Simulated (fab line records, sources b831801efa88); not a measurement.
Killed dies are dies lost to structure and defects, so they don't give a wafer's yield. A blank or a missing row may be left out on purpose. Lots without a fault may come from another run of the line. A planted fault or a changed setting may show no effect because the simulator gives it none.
Problem report in the 8D (eight disciplines) form, filled by code | flow gf180mcu | the parts of the form that need people (team, actions taken, sign-off) are left out

1. THE PROBLEM
oes_product_au at GF_V5_ETCH_17 reads a mean of 0.758 a.u. on 2 wafers of 1 lot; wafers without a fault read 0.860 a.u. with a standard deviation of 0.0046. That is -22 standard deviations from the usual mean.
The step: etches SiO2 in C4F8/O2/Ar, stops on TiN, target depth 855 nm.
The step gives no start for some of these wafers. The record holds 32 wafers of 11 lots with a number at this step. Rule for "out", or "out of limits": more than 4 standard deviations from the usual mean. The other wafers with a number count as sound.

2. WHAT IT IS AND WHAT IT IS NOT
question                    | is                     | is not
which readings at this step | oes_product_au         | rf_fwd_power_W
which lots                  | L125                   | L115, L117, L118, L119, L120, L133, L134, L135, L136, L137
which wafers of those lots  | all that have a number | -
read on which tools         | rie_diel-02            | rie_diel-03, rie_diel-04

3. SUSPECTS, AND WHAT RULES EACH OUT
Counting: a tool at a process step up to the reading stays a suspect if it ran every lot that is out and no sound lot after the first of them.
- rie_metal-04 at GF_M5_METAL_ETCH_10 (etches the open film in Cl2/BCl3, stops on SiO2, target depth 750.8 nm, time 125.1 s): ruled out as a lasting fault. Sound lots L134, L136 ran on it after its first lot that is out, L125 (day 29 22:52).
- cmp-02 at GF_V5_CMP_04 (polishes SiO2): ruled out as a lasting fault. Sound lots L133, L134, L136 ran on it after its first lot that is out, L125 (day 30 00:23).
- rie_diel-02 at GF_V5_ETCH_16 (etches BARC in N2/H2): ruled out as a lasting fault. Sound lots L134, L135 ran on it after its first lot that is out, L125 (day 30 19:08).
- rie_diel-02 at GF_V5_ETCH_17 (etches SiO2 in C4F8/O2/Ar, stops on TiN, target depth 855 nm): ruled out as a lasting fault. Sound lots L134, L135 ran on it after its first lot that is out, L125 (day 30 20:58). GF_V5_ETCH_17 gives no start for some lots, so the hours and the order of its lots are those of GF_TOP_METAL_SPUTTER_02.
Left after counting: nothing in the record.

4. THE CAUSE (what the simulator had put in)
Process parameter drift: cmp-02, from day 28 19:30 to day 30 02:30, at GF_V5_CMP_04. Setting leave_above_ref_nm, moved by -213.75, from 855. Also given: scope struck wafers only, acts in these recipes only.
Counting ruled it out, wrongly: the rule takes a fault to strike every lot that its tool runs from its start on, and this one did not.

5. THE CHAIN OF EFFECTS, in route order
Each row: a reading whose mean over the struck wafers that have a number lies more than 3 standard deviations from the usual. Only readings for which the record gives a usual standard deviation are gone through. hours: the time from each lot's start at the first step in this table that gives one to its start at this step, as a median over the lots. sigmas: the change in usual standard deviations.
hours | step          | reading        | usual      | on struck wafers | change | sigmas
-     | GF_V5_ETCH_17 | oes_product_au | 0.860 a.u. | 0.758            | -0.102 | -22
The process steps in it:
- GF_V5_ETCH_17: etches SiO2 in C4F8/O2/Ar, stops on TiN, target depth 855 nm.

6. WHAT WOULD HAVE CAUGHT IT SOONER
Of the tool readings at GF_V5_CMP_04 for which the record gives a usual standard deviation, none was out on any struck wafer, so an alarm limit of 4 standard deviations on them would not have fired.
